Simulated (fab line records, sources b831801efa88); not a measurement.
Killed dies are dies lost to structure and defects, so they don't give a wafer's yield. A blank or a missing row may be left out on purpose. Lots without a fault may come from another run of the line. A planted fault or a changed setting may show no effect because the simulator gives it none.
Chamber matching | flow sky130 | SKY_VIA3_ETCH_15 on rie_diel-01: 4 sister chambers
The step etches SiO2 in C4F8/O2/Ar, stops on TiN, target depth 507 nm, time 78 s. 27 wafers are shown with their chamber, then 12 later ones without.

WAFERS WITH THEIR CHAMBER
wafer  | chamber | oes_product_au (a.u.)
L074.1 | 2       | 0.943
L074.2 | 0       | 0.946
L074.3 | 3       | 0.947
L074.4 | 1       | 0.949
L074.5 | 0       | 0.949
L074.6 | 3       | 0.960
L077.1 | 2       | 0.942
L077.3 | 3       | 0.952
L077.6 | 1       | 0.947
L080.1 | 2       | 0.953
L080.3 | 1       | 0.941
L080.5 | 0       | 0.945
L086.1 | 3       | 0.944
L086.3 | 0       | 0.947
L086.4 | 2       | 0.944
L088.3 | 0       | 0.944
L088.5 | 1       | 0.947
L088.6 | 0       | 0.941
L089.1 | 1       | 0.948
L089.3 | 3       | 0.944
L089.6 | 3       | 0.950
L091.2 | 1       | 0.952
L091.5 | 0       | 0.945
L091.6 | 1       | 0.953
L092.1 | 1       | 0.941
L092.2 | 2       | 0.950
L092.3 | 3       | 0.942

SIGNATURES (means of the wafers above)
reading        | chamber 0 | chamber 1 | chamber 2 | chamber 3 | scatter within a chamber
oes_product_au | 0.94529   | 0.94725   | 0.94640   | 0.94843   | 0.00466
Rule: a wafer's distance from a chamber is the root of the sum, over the readings, of the square of ((its reading less the chamber's mean) divided by the reading's scatter). The wafer belongs to the nearest chamber; if the next one is less than 2 further off, it can't be placed. The scatter: the root of (the sum of the squares of (reading less its chamber's mean) over the shown wafers, divided by (wafers less chambers)).

WAFERS WITHOUT THEIR CHAMBER
wafer  | oes_product_au (a.u.)
L092.4 | 0.948
L092.5 | 0.954
L092.6 | 0.951
L095.1 | 0.948
L095.2 | 0.943
L095.5 | 0.934
L094.3 | 0.944
L094.4 | 0.944
L094.5 | 0.941
L097.1 | 0.942
L097.3 | 0.943
L097.4 | 0.950

WHICH CHAMBER EACH WENT THROUGH
wafer  | from the rows above               | in truth
L092.4 | can't be placed: 3 or 1 or 2 or 0 | 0
L092.5 | can't be placed: 3 or 1 or 2 or 0 | 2
L092.6 | can't be placed: 3 or 1 or 2 or 0 | 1
L095.1 | can't be placed: 3 or 1 or 2 or 0 | 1
L095.2 | can't be placed: 0 or 2 or 1 or 3 | 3
L095.5 | can't be placed: 0 or 2 or 1 or 3 | 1
L094.3 | can't be placed: 0 or 2 or 1 or 3 | 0
L094.4 | can't be placed: 0 or 2 or 1 or 3 | 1
L094.5 | can't be placed: 0 or 2 or 1 or 3 | 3
L097.1 | can't be placed: 0 or 2 or 1 or 3 | 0
L097.3 | can't be placed: 0 or 2 or 1 or 3 | 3
L097.4 | can't be placed: 3 or 1 or 2 or 0 | 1
Placed correctly: 0 of 12. Can't be placed from these rows: 12 (the true chamber is among the candidates in 12). Placed wrongly: 0.
